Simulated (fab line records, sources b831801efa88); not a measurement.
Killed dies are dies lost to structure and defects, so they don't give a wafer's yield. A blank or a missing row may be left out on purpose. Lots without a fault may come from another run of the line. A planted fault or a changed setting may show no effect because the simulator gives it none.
Chamber matching | flow gf180mcu | GF_V2_ETCH_16 on rie_diel-04: 4 sister chambers
The step etches BARC in N2/H2. 8 wafers are shown with their chamber, then 8 later ones without.

WAFERS WITH THEIR CHAMBER
wafer  | chamber | drypump_motor_current_A (A) | throttle_valve_pct (%)
L084.5 | 2       | 5.6                         | 13.224
L086.2 | 0       | 5.4                         | 13.217
L086.4 | 3       | 5.2                         | 13.229
L086.5 | 2       | 5.6                         | 13.208
L088.2 | 1       | 5.7                         | 13.223
L088.3 | 3       | 5.2                         | 13.214
L088.6 | 1       | 5.8                         | 13.207
L093.1 | 0       | 5.3                         | 13.231

WAFERS WITHOUT THEIR CHAMBER
wafer  | drypump_motor_current_A (A) | throttle_valve_pct (%)
L093.2 | 5.7                         | 13.231
L093.5 | 5.7                         | 13.224
L094.1 | 5.4                         | 13.229
L094.4 | 5.6                         | 13.214
L094.6 | 5.8                         | 13.233
L097.2 | 5.6                         | 13.219
L097.3 | 5.3                         | 13.221
L097.6 | 5.6                         | 13.232

WHICH CHAMBER EACH WENT THROUGH
wafer  | from the rows above     | in truth
L093.2 | can't be placed: 1 or 2 | 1
L093.5 | can't be placed: 1 or 2 | 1
L094.1 | 0                       | 0
L094.4 | 2                       | 2
L094.6 | 1                       | 1
L097.2 | 2                       | 2
L097.3 | can't be placed: 0 or 3 | 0
L097.6 | can't be placed: 2 or 1 | 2
Placed correctly: 4 of 8. Can't be placed from these rows: 4 (the true chamber is among the candidates in 4). Placed wrongly: 0.
How it was worked out, from the rows above alone: a wafer's distance from a chamber is the root of the sum, over the readings, of the square of ((its reading less the chamber's mean) divided by the reading's scatter). The wafer belongs to the nearest chamber; if the next one is less than 2 further off, it can't be placed. A chamber's mean is the mean of its shown wafers. The scatter: the root of (the sum of the squares of (reading less its chamber's mean) over the shown wafers, divided by (wafers less chambers)).
